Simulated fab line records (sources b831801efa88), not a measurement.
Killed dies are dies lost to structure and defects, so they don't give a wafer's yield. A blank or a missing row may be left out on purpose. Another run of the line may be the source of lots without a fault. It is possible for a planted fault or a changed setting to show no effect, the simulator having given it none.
Check for tools in common || flow gf180mcu || Sample size 13 lots and 47 wafers

WHAT PROMPTED THE OPENING
GF_V1_THK_MEAS_01, reading V1_CVD_00_THK: flagged on 3 of 13 lots. Fault-free wafers read 598 nm, with a standard deviation of 6.
Rule: a lot gets a flag if all its wafers with a number sit over 4 standard deviations from that mean, or if no wafer of it has a number. All remaining lots are regarded as sound.

{"lot": "L344", "measured": "day 18 14:26", "on": "film_metro-04", "V1_CVD_00_THK (nm), wafer by wafer": "598 593 601", "flag": ""}
{"lot": "L345", "measured": "day 19 00:32", "on": "film_metro-01", "V1_CVD_00_THK (nm), wafer by wafer": "599 599 601", "flag": ""}
{"lot": "L346", "measured": "day 19 12:24", "on": "film_metro-04", "V1_CVD_00_THK (nm), wafer by wafer": "602 601 605", "flag": ""}
{"lot": "L348", "measured": "day 20 03:19", "on": "film_metro-02", "V1_CVD_00_THK (nm), wafer by wafer": "596 592 603", "flag": ""}
{"lot": "L349", "measured": "day 20 12:14", "on": "film_metro-04", "V1_CVD_00_THK (nm), wafer by wafer": "598 590 587", "flag": ""}
{"lot": "L350", "measured": "day 21 01:20", "on": "film_metro-02", "V1_CVD_00_THK (nm), wafer by wafer": "605 599 590", "flag": ""}
{"lot": "L351", "measured": "day 21 12:52", "on": "film_metro-02", "V1_CVD_00_THK (nm), wafer by wafer": "482 479 470 481 479 469", "flag": "FLAGGED"}
{"lot": "L352", "measured": "day 21 18:48", "on": "film_metro-01", "V1_CVD_00_THK (nm), wafer by wafer": "467 483 469 467 483 468", "flag": "FLAGGED"}
{"lot": "L353", "measured": "day 21 22:53", "on": "film_metro-01", "V1_CVD_00_THK (nm), wafer by wafer": "479 472 475 478 473 476", "flag": "FLAGGED"}
{"lot": "L356", "measured": "day 22 18:05", "on": "film_metro-01", "V1_CVD_00_THK (nm), wafer by wafer": "593 598 597", "flag": ""}
{"lot": "L361", "measured": "day 24 11:54", "on": "film_metro-01", "V1_CVD_00_THK (nm), wafer by wafer": "601 603 590", "flag": ""}
{"lot": "L362", "measured": "day 24 22:25", "on": "film_metro-04", "V1_CVD_00_THK (nm), wafer by wafer": "591 591", "flag": ""}
{"lot": "L363", "measured": "day 25 05:08", "on": "film_metro-04", "V1_CVD_00_THK (nm), wafer by wafer": "597 595 594", "flag": ""}
Average over the flagged lots: 475 nm; offset from the usual -123 nm, equal to -20 standard deviations.

EACH LOT AND THE TOOL IT RAN ON
The record holds 3 process steps before the reading, out of a route of 602 steps. Every cell lists first the tool, next ch and the chambers used by the sampled wafers, and last the start.
{"lot": "L344", "flag": "", "GF_CONTACT_CVD_24": "cvd_w-01 ch 0,1, day 17 14:04", "GF_M1_SPUTTER_02": "pvd_sputter-04, day 17 14:46", "GF_V1_CVD_00": "hdpcvd-01 ch 0,2, day 18 14:20"}
{"lot": "L345", "flag": "", "GF_CONTACT_CVD_24": "cvd_w-02 ch 0,1, day 17 22:37", "GF_M1_SPUTTER_02": "pvd_sputter-01, day 17 23:20", "GF_V1_CVD_00": "hdpcvd-01 ch 0,2, day 19 00:27"}
{"lot": "L346", "flag": "", "GF_CONTACT_CVD_24": "cvd_w-01 ch 0,1, day 18 09:43", "GF_M1_SPUTTER_02": "pvd_sputter-01, day 18 10:39", "GF_V1_CVD_00": "hdpcvd-02 ch 0,1,2, day 19 12:20"}
{"lot": "L348", "flag": "", "GF_CONTACT_CVD_24": "cvd_w-01 ch 0, day 19 02:07", "GF_M1_SPUTTER_02": "pvd_sputter-02, day 19 02:50", "GF_V1_CVD_00": "hdpcvd-02 ch 1,2, day 20 03:14"}
{"lot": "L349", "flag": "", "GF_CONTACT_CVD_24": "cvd_w-02 ch 0,1, day 19 11:17", "GF_M1_SPUTTER_02": "pvd_sputter-04, day 19 12:01", "GF_V1_CVD_00": "hdpcvd-02 ch 0,1,2, day 20 12:10"}
{"lot": "L350", "flag": "", "GF_CONTACT_CVD_24": "cvd_w-02 ch 1, day 19 23:31", "GF_M1_SPUTTER_02": "pvd_sputter-01, day 20 00:14", "GF_V1_CVD_00": "hdpcvd-02 ch 0,1,2, day 21 01:15"}
{"lot": "L351", "flag": "FLAGGED", "GF_CONTACT_CVD_24": "cvd_w-02 ch 0, day 20 10:49", "GF_M1_SPUTTER_02": "pvd_sputter-04, day 20 11:37", "GF_V1_CVD_00": "hdpcvd-02 ch 1,2, day 21 12:47"}
{"lot": "L352", "flag": "FLAGGED", "GF_CONTACT_CVD_24": "cvd_w-01 ch 0,1, day 20 16:37", "GF_M1_SPUTTER_02": "pvd_sputter-02, day 20 17:20", "GF_V1_CVD_00": "hdpcvd-02 ch 1,2, day 21 18:44"}
{"lot": "L353", "flag": "FLAGGED", "GF_CONTACT_CVD_24": "cvd_w-02 ch 0, day 20 21:12", "GF_M1_SPUTTER_02": "pvd_sputter-01, day 20 21:59", "GF_V1_CVD_00": "hdpcvd-02 ch 0,2, day 21 22:49"}
{"lot": "L356", "flag": "", "GF_CONTACT_CVD_24": "cvd_w-01 ch 0,1, day 21 16:54", "GF_M1_SPUTTER_02": "pvd_sputter-02, day 21 17:37", "GF_V1_CVD_00": "hdpcvd-01 ch 0,1,2, day 22 18:01"}
{"lot": "L361", "flag": "", "GF_CONTACT_CVD_24": "cvd_w-02 ch 0,1, day 23 11:23", "GF_M1_SPUTTER_02": "pvd_sputter-01, day 23 12:04", "GF_V1_CVD_00": "hdpcvd-01 ch 0,1, day 24 11:49"}
{"lot": "L362", "flag": "", "GF_CONTACT_CVD_24": "cvd_w-01 ch 0,1, day 23 22:56", "GF_M1_SPUTTER_02": "pvd_sputter-04, day 23 23:38", "GF_V1_CVD_00": "hdpcvd-02 ch 1,2, day 24 22:20"}
{"lot": "L363", "flag": "", "GF_CONTACT_CVD_24": "cvd_w-01 ch 0,1, day 24 04:43", "GF_M1_SPUTTER_02": "pvd_sputter-01, day 24 05:23", "GF_V1_CVD_00": "hdpcvd-02 ch 0,1,2, day 25 05:02"}
What these steps do:
- GF_CONTACT_CVD_24: deposits W, target thk 300 nm, time 90.339 s.
- GF_M1_SPUTTER_02: material AlCu, target thk 450 nm, time 23.9 s.
- GF_V1_CVD_00: deposits SiO2, target thk 600 nm, time 100 s.
- GF_V1_THK_MEAS_01

FLAGGED AGAINST TOTAL, ONE TOOL AT A TIME (gauges that did the reading follow at the end)
{"step": "GF_CONTACT_CVD_24", "tool": "cvd_w-01", "lots run": 7, "flagged": 1, "share of the flagged lots": "some", "sound lots run after its first flagged lot": "3 (L356,L362,L363)"}
{"step": "GF_CONTACT_CVD_24", "tool": "cvd_w-02", "lots run": 6, "flagged": 2, "share of the flagged lots": "some", "sound lots run after its first flagged lot": "1 (L361)"}
{"step": "GF_M1_SPUTTER_02", "tool": "pvd_sputter-01", "lots run": 6, "flagged": 1, "share of the flagged lots": "some", "sound lots run after its first flagged lot": "2 (L361,L363)"}
{"step": "GF_M1_SPUTTER_02", "tool": "pvd_sputter-02", "lots run": 3, "flagged": 1, "share of the flagged lots": "some", "sound lots run after its first flagged lot": "1 (L356)"}
{"step": "GF_M1_SPUTTER_02", "tool": "pvd_sputter-04", "lots run": 4, "flagged": 1, "share of the flagged lots": "some", "sound lots run after its first flagged lot": "1 (L362)"}
{"step": "GF_V1_CVD_00", "tool": "hdpcvd-01", "lots run": 4, "flagged": 0, "share of the flagged lots": "none", "sound lots run after its first flagged lot": "-"}
{"step": "GF_V1_CVD_00", "tool": "hdpcvd-02", "lots run": 9, "flagged": 3, "share of the flagged lots": "all", "sound lots run after its first flagged lot": "2 (L362,L363)"}
{"step": "GF_V1_THK_MEAS_01", "tool": "film_metro-01", "lots run": 5, "flagged": 2, "share of the flagged lots": "some", "sound lots run after its first flagged lot": "2 (L356,L361)"}
{"step": "GF_V1_THK_MEAS_01", "tool": "film_metro-02", "lots run": 3, "flagged": 1, "share of the flagged lots": "some", "sound lots run after its first flagged lot": 0}
{"step": "GF_V1_THK_MEAS_01", "tool": "film_metro-04", "lots run": 5, "flagged": 0, "share of the flagged lots": "none", "sound lots run after its first flagged lot": "-"}

THE TABLE: WHAT IT ALLOWS
All flagged lots share 1 row of the table, namely hdpcvd-02 at GF_V1_CVD_00.
- hdpcvd-02 at GF_V1_CVD_00 ran 9 lots, 3 of them flagged. Sound lots followed the first flagged one (L362, L363) on it, something a lasting fault affecting the whole tool could not allow. Its own readings (sih4_flow_sccm) fall more than 4 standard deviations out on all wafers of the flagged lots.
There is no row in the table that ran each flagged lot and no sound lot after the first.

WHAT THE SIMULATOR HAD INSERTED
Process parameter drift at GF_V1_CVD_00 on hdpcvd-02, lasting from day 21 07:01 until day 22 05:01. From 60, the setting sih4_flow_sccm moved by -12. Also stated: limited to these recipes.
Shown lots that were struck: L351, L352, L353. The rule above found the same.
